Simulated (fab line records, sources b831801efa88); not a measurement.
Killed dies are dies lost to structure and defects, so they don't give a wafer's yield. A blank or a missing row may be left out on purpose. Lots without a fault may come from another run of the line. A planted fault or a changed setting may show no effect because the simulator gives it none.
Which tool did it? | flow gf180mcu | 15 lots, 43 wafers sampled, at 4 steps of a route of 602

WHAT THE GAUGES READ, wafer by wafer
GF_DUAL_GATE_OVL_MEAS_11.
lot  | measured     | on         | DUAL_GATE_OVL (nm)
L614 | day 8 06:36  | overlay-01 | -0.6 -0.8 -1.6
L615 | day 8 12:19  | overlay-02 | -4.4 -3.3 -2.2
L616 | day 8 22:09  | overlay-01 | 1.4 1.6 2.5
L617 | day 9 04:42  | overlay-02 | -2.1 -1.3
L618 | day 9 09:32  | overlay-02 | -3.4 -2.4
L626 | day 11 21:16 | overlay-02 | -1.4 -1.9 -0.7
L628 | day 12 09:13 | overlay-02 | 2.2 2.0 1.4
L630 | day 13 05:18 | overlay-02 | 1.9 1.5 1.5
L631 | day 13 05:27 | overlay-01 | -1.3 -0.1 1.0
L632 | day 13 15:34 | overlay-01 | 0.5 -0.1 0.7
L633 | day 14 01:23 | overlay-01 | -0.7 -1.3 -1.3
L634 | day 14 01:41 | overlay-02 | 1.2 2.0 0.5
L635 | day 14 10:25 | overlay-02 | 1.3 1.2 0.1
L636 | day 14 16:13 | overlay-01 | -0.6 -0.6 1.2
L637 | day 14 22:33 | overlay-01 | -0.5 -0.1 -0.2

GF_POLY_GATE_CD_MEAS_18.
lot  | measured     | on        | cd_nm (nm)
L614 | day 9 05:49  | cd_sem-01 | 280.0 279.2 278.6
L615 | day 9 10:22  | cd_sem-01 | 283.1 281.8 279.1
L616 | day 9 22:16  | cd_sem-02 | 281.0 280.3 280.6
L617 | day 10 04:11 | cd_sem-01 | 278.7 277.2
L618 | day 10 09:56 | cd_sem-02 | 281.2 279.0
L626 | day 13 04:22 | cd_sem-02 | 279.4 283.7 282.0
L628 | day 13 13:50 | cd_sem-01 | 285.1 281.1 283.3
L630 | day 14 08:50 | cd_sem-02 | 279.8 280.7 279.5
L631 | day 14 10:09 | cd_sem-02 | 278.7 279.4 277.7
L632 | day 14 22:55 | cd_sem-02 | 281.2 279.7 281.4
L633 | day 15 09:59 | cd_sem-02 | 280.0 280.3 279.7
L634 | day 15 09:59 | cd_sem-01 | 280.5 278.7 282.2
L635 | day 15 19:41 | cd_sem-01 | 283.5 280.3 281.6
L636 | day 16 00:55 | cd_sem-01 | 281.9 279.5 281.5
L637 | day 16 08:02 | cd_sem-02 | 280.6 276.9 276.7

GF_HV_LDD_CD_MEAS_07: target cd 400 nm.
lot  | measured     | on        | cd_nm (nm)
L614 | day 9 23:28  | cd_sem-01 | 401.7 399.6 400.7
L615 | day 10 03:41 | cd_sem-02 | 402.2 400.9 399.9
L616 | day 10 15:17 | cd_sem-02 | 403.4 401.2 403.8
L617 | day 10 22:20 | cd_sem-02 | 398.4 397.2
L618 | day 11 04:38 | cd_sem-02 | 400.9 402.1
L626 | day 13 23:53 | cd_sem-02 | 399.7 400.5 400.3
L628 | day 14 09:24 | cd_sem-02 | 394.5 394.6 395.1
L630 | day 15 06:10 | cd_sem-01 | 399.8 399.9 401.0
L631 | day 15 07:05 | cd_sem-01 | 398.4 401.5 399.8
L632 | day 15 19:10 | cd_sem-02 | 404.5 404.1 403.5
L633 | day 16 06:54 | cd_sem-02 | 397.5 400.7 401.1
L634 | day 16 07:01 | cd_sem-01 | 399.1 397.7 397.7
L635 | day 16 16:31 | cd_sem-01 | 397.7 397.6 400.1
L636 | day 16 23:25 | cd_sem-01 | 404.2 403.1 402.6
L637 | day 17 07:06 | cd_sem-01 | 402.7 401.9 403.1

WHICH TOOL RAN EACH LOT (tool, then ch and the chambers of the sampled wafers, then the start)
lot  | GF_POLY_GATE_ETCH_13
L614 | rie_si-02 ch 2,3, day 9 03:16
L615 | rie_si-02 ch 1,2, day 9 08:46
L616 | rie_si-02 ch 1,2,3, day 9 20:44
L617 | rie_si-02 ch 2,3, day 10 02:37
L618 | rie_si-02 ch 2, day 10 07:31
L626 | rie_si-02 ch 0,1,2, day 12 22:40
L628 | rie_si-02 ch 0,3, day 13 09:22
L630 | rie_si-02 ch 1,2,3, day 14 07:20
L631 | rie_si-02 ch 0,2,3, day 14 07:34
L632 | rie_si-01 ch 1,3, day 14 19:08
L633 | rie_si-02 ch 0,1,3, day 15 02:23
L634 | rie_si-01 ch 0,1,2, day 15 03:01
L635 | rie_si-02 ch 0,1,2, day 15 12:19
L636 | rie_si-02 ch 0,1,3, day 15 18:35
L637 | rie_si-02 ch 0,1,3, day 16 03:49
- GF_POLY_GATE_ETCH_13: etches poly-Si in HBr/Cl2, stops on SiO2, target depth 198.5 nm, time 69.6 s.

WHAT THE TOOLS THEMSELVES READ (means of the sampled wafers that have a number; where no wafer has one, the mark that the record gives instead)
GF_POLY_GATE_ETCH_13.
lot  | tool      | drypump_motor_current_A (A) | oes_product_au (a.u.) | throttle_valve_pct (%)
L614 | rie_si-02 | 5.3                         | 0.995                 | 33.693
L615 | rie_si-02 | 5.6                         | 0.992                 | 33.675
L616 | rie_si-02 | 5.4                         | 0.935                 | 33.674
L617 | rie_si-02 | 5.2                         | 0.810                 | 33.691
L618 | rie_si-02 | 5.5                         | 0.894                 | 33.676
L626 | rie_si-02 | 5.6                         | 0.989                 | 33.675
L628 | rie_si-02 | 5.2                         | 0.995                 | 33.682
L630 | rie_si-02 | 5.4                         | 0.981                 | 33.683
L631 | rie_si-02 | 5.2                         | 0.992                 | 33.685
L632 | rie_si-01 | 5.5                         | 0.987                 | 33.687
L633 | rie_si-02 | 5.4                         | 0.996                 | 33.684
L634 | rie_si-01 | 5.8                         | 0.978                 | 33.677
L635 | rie_si-02 | 5.6                         | 0.999                 | 33.682
L636 | rie_si-02 | 5.4                         | 1.000                 | 33.692
L637 | rie_si-02 | 5.4                         | 0.996                 | 33.694

THE ANSWER, worked out from the rows above alone
Rule: what is usual is taken from the lots themselves. Put in order of their means at a reading, lots are off if they are a third of the lots or fewer, leave a main group of 4 or more, and stand apart from it by a gap of 3 or more times the standard deviation of the main group's means; of several such gaps the widest counts. A main group whose means are all the same, to the digits that the tables above print for the reading, isn't used. A lot without any number at a reading at which 4 lots or more have one is off too. The other lots that the step has rows for count as sound. The gauges are gone through in route order, then the tools' own readings, and for those a lot's mean is taken as printed above. The first step at which some lot is off is used, and at that step the reading that is off furthest; a lot without a number counts as furthest.
Off: L616, L617, L618, at GF_POLY_GATE_ETCH_13 (oes_product_au). The main group: mean 0.992 a.u., standard deviation 0.0065.
A tool fits if, at that step or a process step before it, it ran every lot that is off, and no sound lot after the first of them. None of those tried fits.

WHAT THE SIMULATOR HAD PUT IN
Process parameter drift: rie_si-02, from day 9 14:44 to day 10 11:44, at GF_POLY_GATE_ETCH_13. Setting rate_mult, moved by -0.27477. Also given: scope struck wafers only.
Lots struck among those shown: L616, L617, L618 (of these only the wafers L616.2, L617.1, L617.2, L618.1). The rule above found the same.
